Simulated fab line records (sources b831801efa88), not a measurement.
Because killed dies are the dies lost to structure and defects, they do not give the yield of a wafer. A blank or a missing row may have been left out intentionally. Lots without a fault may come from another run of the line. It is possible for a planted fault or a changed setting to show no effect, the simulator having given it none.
The tool behind it: which one? | flow sky130 | route of 708 steps, sampled at 1 step: 7 lots, 20 wafers

WHAT THE GAUGES SHOWED, per wafer
SKY_VIA1_OVL_MEAS_13.
lot  | measured     | on         | VIA1_OVL (nm)
L735 | day 34 01:15 | overlay-02 | 4 5 3
L736 | day 36 02:49 | overlay-02 | 4 -2 0
L740 | day 36 05:16 | overlay-02 | -3 -3 -5
L739 | day 36 08:19 | overlay-02 | -4 0 1
L744 | day 36 23:17 | overlay-02 | 6 3 9
L750 | day 39 08:20 | overlay-01 | -8 -4 -7
L753 | day 40 05:13 | overlay-02 | -4 -3

WHICH TOOL RAN EACH LOT (tool, then ch and the chambers of the sampled wafers, then the start)
Before these readings, the record contains no process step.

THE ANSWER, worked out from the rows above alone
Rule: the lots themselves supply what counts as usual. Put in order of their means at a reading, lots are off if they are a third of the lots or fewer, leave a main group of 4 or more, and stand apart from it by a gap of 3 or more times the standard deviation of the main group's means; of several such gaps the widest counts. A main group is skipped when, at the precision printed for the reading in the tables above, its means are all equal. A lot without any number at a reading at which 4 lots or more have one is off too. The other lots that the step has rows for count as sound.
Across all readings shown, no lot is off: no conclusion can be drawn from this.

WHAT THE SIMULATOR HAD INSERTED
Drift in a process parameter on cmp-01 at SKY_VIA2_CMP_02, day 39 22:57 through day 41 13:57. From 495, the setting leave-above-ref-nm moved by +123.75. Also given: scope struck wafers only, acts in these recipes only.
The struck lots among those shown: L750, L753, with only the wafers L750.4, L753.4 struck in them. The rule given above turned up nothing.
